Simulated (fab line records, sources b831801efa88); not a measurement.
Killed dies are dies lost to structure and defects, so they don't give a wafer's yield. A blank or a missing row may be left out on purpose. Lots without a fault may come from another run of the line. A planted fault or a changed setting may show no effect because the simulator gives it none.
Chamber matching | flow sky130 | SKY_LI_CONTACT_HDPCVD_00 on hdpcvd-02: 3 sister chambers
The step deposits PSG, target thk 930 nm, time 155 s. 6 wafers are shown with their chamber, then 6 later ones without.

WAFERS WITH THEIR CHAMBER
wafer  | chamber | run_length_s (s)
L526.1 | 1       | 182.8
L527.1 | 0       | 183.1
L527.3 | 2       | 182.1
L539.2 | 2       | 182.3
L539.3 | 0       | 182.8
L539.6 | 1       | 182.0

WAFERS WITHOUT THEIR CHAMBER
wafer  | run_length_s (s)
L540.2 | 182.1
L540.3 | 182.1
L540.6 | 183.4
L543.1 | 183.0
L543.3 | 183.2
L543.5 | 183.2

WHICH CHAMBER EACH WENT THROUGH
wafer  | from the rows above     | in truth
L540.2 | can't be placed: 2 or 1 | 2
L540.3 | can't be placed: 2 or 1 | 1
L540.6 | can't be placed: 0 or 1 | 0
L543.1 | can't be placed: 0 or 1 | 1
L543.3 | can't be placed: 0 or 1 | 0
L543.5 | can't be placed: 0 or 1 | 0
Placed correctly: 0 of 6. Can't be placed from these rows: 6 (the true chamber is among the candidates in 6). Placed wrongly: 0.
How it was worked out, from the rows above alone: a wafer's distance from a chamber is the root of the sum, over the readings, of the square of ((its reading less the chamber's mean) divided by the reading's scatter). The wafer belongs to the nearest chamber; if the next one is less than 2 further off, it can't be placed. A chamber's mean is the mean of its shown wafers. The scatter: the root of (the sum of the squares of (reading less its chamber's mean) over the shown wafers, divided by (wafers less chambers)).
